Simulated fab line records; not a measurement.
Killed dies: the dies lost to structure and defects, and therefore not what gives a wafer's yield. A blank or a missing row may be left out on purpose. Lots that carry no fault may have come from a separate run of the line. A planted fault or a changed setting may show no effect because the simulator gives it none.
Chamber matching	flow gf180mcu	cmp-01 running GF_V4_CMP_26: 4 sister chambers
The step polishes, stops on SiO2, t overpolish 15 s, target thk 0 nm. 20 wafers are shown with their chamber, then 10 later ones without.

## EACH WAFER AND ITS CHAMBER
wafer	chamber	motor_current_A (A)	time_to_endpoint_s (s)	overpolish_run_s (s)
L074.1	0	10.6	89	14.998
L074.3	1	10.1	82	15.010
L074.5	1	10.0	85	14.991
L080.1	0	10.7	84	15.000
L080.3	1	10.2	76	15.007
L080.5	3	12.0	81	15.004
L084.2	1	9.7	78	15.007
L084.5	2	12.7	88	15.010
L084.6	3	11.5	82	14.992
L087.2	2	12.1	90	14.999
L087.3	1	10.5	88	15.000
L087.4	0	10.8	89	14.998
L090.2	3	11.9	85	14.981
L090.4	1	9.8	78	14.998
L090.6	2	12.7	86	15.008
L091.1	3	12.9	85	14.990
L091.5	3	11.5	87	15.014
L091.6	0	11.1	87	15.007
L092.3	0	10.3	82	15.007
L092.4	3	11.2	78	15.009

SIGNATURES, as means of the wafers listed above
reading	chamber 0	chamber 1	chamber 2	chamber 3	scatter within a chamber
motor_current_A	10.700	10.050	12.500	11.833	0.417
time_to_endpoint_s	86.20	81.17	88.00	83.00	3.62
overpolish_run_s	15.00200	15.00217	15.00567	14.99833	0.0087
Rule: for a wafer and a chamber, the distance is found by dividing, reading by reading, the gap between the wafer's reading and the chamber's mean by the reading's scatter, squaring, summing and taking the root. The wafer belongs to the nearest chamber; if the next one is less than 2 further off, it can't be placed. How the scatter is found: for the shown wafers, subtract from each reading the mean of its chamber, square and add these, divide the total by (wafers less chambers), then take the root.

## WAFERS WHOSE CHAMBER IS MISSING
wafer	motor_current_A (A)	time_to_endpoint_s (s)	overpolish_run_s (s)
L092.5	9.3	78	15.010
L093.2	11.4	86	15.009
L093.4	11.0	87	15.005
L093.6	10.2	82	15.005
L094.1	11.8	83	15.012
L094.3	10.3	81	15.000
L094.4	12.9	84	15.008
L095.1	10.6	90	15.019
L095.5	9.6	85	15.000
L095.6	12.1	87	14.999

## WHICH CHAMBER EACH ONE RAN IN
wafer	from the rows above	in truth
L092.5	can't be placed: 1 or 0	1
L093.2	can't be placed: 3 or 0 or 2 or 1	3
L093.4	can't be placed: 0 or 3 or 1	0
L093.6	can't be placed: 1 or 0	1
L094.1	can't be placed: 3 or 2 or 0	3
L094.3	can't be placed: 1 or 0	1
L094.4	can't be placed: 2 or 3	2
L095.1	can't be placed: 0 or 1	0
L095.5	can't be placed: 1 or 0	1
L095.6	can't be placed: 2 or 3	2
Placed correctly: 0 of 10. From these rows, 10 cannot be placed; in 10 the true chamber is one of the candidates. Wrongly placed: 0.
